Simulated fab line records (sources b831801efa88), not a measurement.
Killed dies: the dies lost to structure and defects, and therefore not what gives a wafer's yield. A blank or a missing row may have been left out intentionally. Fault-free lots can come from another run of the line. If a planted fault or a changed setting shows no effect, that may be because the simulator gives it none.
Comparing a struck lot with a sound one -- flow sky130 -- 18 steps out of a route of 708
Sound: these wafers, L821.1, L821.5, L821.6. Struck: wafer L827.5 (left out: L827.4, a lot-mate that was not struck); the cause follows at the end.
For every step that has rows: the tool of each side, followed by ch and its chambers, followed by its first start. Under that, the readings that differ: sound wafers -- struck wafers -- difference of the means -- sigmas: that difference in standard deviations of wafers without a fault.
alike: readings with means less than 2 such deviations apart, plus words and numbers identical on both sides. not compared: withheld readings, readings lacking a value on some wafer, bounds such as >300 that could conceal the same value, and numbers that have no deviation in the record and whose values overlap.
A row with sigmas, a row that says differs or no value, or rows on one side alone: a step with any of these is where the two part. Non-overlapping numbers with no deviation appear without sigmas and do not part them. A reading that every wafer of one side lacks parts them only if that side has two wafers or more.

SKY_CONTACT_CMP_04: polishes SiO2.
  sound on cmp-02 ch 0,1,3, day 33 06:47; struck on cmp-02 ch 3, day 34 19:35
  alike: motorCurrentA, retainingRingPressureFrac, timeToEndpointS
SKY_CONTACT_BOW_MEAS_05:
  sound: filmMetro-01 at day 33 06:56; struck: filmMetro-04 at day 34 19:48
  alike: CONTACT_BOW
then, 8 steps without rows for these wafers: SKY_CONTACT_DEHYDRATE_06 (time 60 s); SKY_CONTACT_HMDS_07 (prime time 60 s); SKY_CONTACT_COAT_08 (resist thk 60 nm); SKY_CONTACT_COAT_09 (resist thk 450 nm); SKY_CONTACT_SOFTBAKE_10 (time 90 s); SKY_CONTACT_EXPOSE_11 (exposes mask CTM1, target cd 170 nm); SKY_CONTACT_PEB_12; SKY_CONTACT_DEVELOP_13 (develop time 60 s).
SKY_CONTACT_CD_MEAS_14: target cd 170 nm.
  sound: cdSem-01 at day 34 08:08; struck: cdSem-02 at day 35 21:37
  alike: cdNm
SKY_CONTACT_OVL_MEAS_15:
  sound: overlay-02 at day 34 08:16; struck: overlay-01 at day 35 21:41
  alike: CONTACT_OVL
SKY_CONTACT_ETCH_16: etches BARC in N2/H2, stops on SiO2, time 45.9 s, target depth 60 nm.
  sound on rieDiel-01 ch 0,2, day 34 08:17; struck on rieDiel-03 ch 3, day 35 21:42
reading,sound,struck,difference,sigmas
oesProductAu (a.u.),0.863 0.857 0.861,0.812,-0.048,-9
model.KrF-thick_of_CONTACT_COAT_09.thkNm (nm),392.6 393.3 391.8,406.8,+14.2,
model.etch.depthNm (nm),60.18 60.18 60.21,54.09,-6.10,
model.CONTACT.cdNm (nm),169.5 169.2 169.4,167.3,-2.1,
  alike: drypumpMotorCurrentA, throttleValvePct
  not compared: rfHoursCounterH
SKY_CONTACT_ETCH_17: etches SiO2 in C4F8/O2/Ar, stops on Si3N4, target depth 340 nm.
  sound on rieDiel-01 ch 0,2, day 34 08:20; struck on rieDiel-03 ch 3, day 35 21:44
reading,sound,struck,difference,sigmas
oesProductAu (a.u.),0.899 0.892 0.899,0.882,-0.015,-3
SKY_CONTACT_ETCH_18: etches Si3N4 in CHF3/O2, stops on TiN, time 39 s, target depth 75 nm.
  sound: rieDiel-01 ch 0,2; struck: rieDiel-03 ch 3
reading,sound,struck,difference,sigmas
model.KrF-thick_of_CONTACT_COAT_09.thkNm (nm),248.6 246.2 246.6,254.7,+7.6,
model.CONTACT.cdNm (nm),170 168.8 170.1,167.3,-2.3,
  alike: drypumpMotorCurrentA, oesProductAu, throttleValvePct
  not compared: rfHoursCounterH
SKY_CONTACT_STRIP_19: strips in O2/N2.
  sound on plasmaAsher-01 ch 0,1, day 34 08:25; struck on plasmaAsher-01 ch 1, day 35 21:52
  alike: drypumpMotorCurrentA, oesProductAu, stripTimeToEndpointS
  not compared: rfHoursCounterH
then, 1 step without rows for these wafers: SKY_CONTACT_STRIP_20 (strips in post etch residue remover, time 1200 s).
-- the record jumps here: 13 days lie between the struck wafers' starts before and after (it left off in module CONTACT and takes up again in module PAD_OPEN, whose first step shown is number 708 of the route) --
SKY_PAD_OPEN_PROBE_99:
  sound: prober-02 at day 47 20:25; struck: prober-02 at day 48 23:49
reading,sound,struck,difference,sigmas
model.etest.mconChain.rcOhm,16.11 16.79 17.44,23.87,+7.09,
  alike: killed_at_M0_to_M3, killed_at_M4_up, killedAtContacts, killedAtFrontEnd, killedAtOther, killedDies, killedOpen, killedShort

WHERE THEY PART
First at SKY_CONTACT_ETCH_16; last, within this record, at SKY_CONTACT_ETCH_17. Later steps at which nothing parts them and some readings are alike: SKY_CONTACT_ETCH_18, SKY_CONTACT_STRIP_19, SKY_PAD_OPEN_PROBE_99.

WHY: what the simulator had put in
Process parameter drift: rieDiel-03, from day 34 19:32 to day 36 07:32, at SKY_CONTACT_ETCH_16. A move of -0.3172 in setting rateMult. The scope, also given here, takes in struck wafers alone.
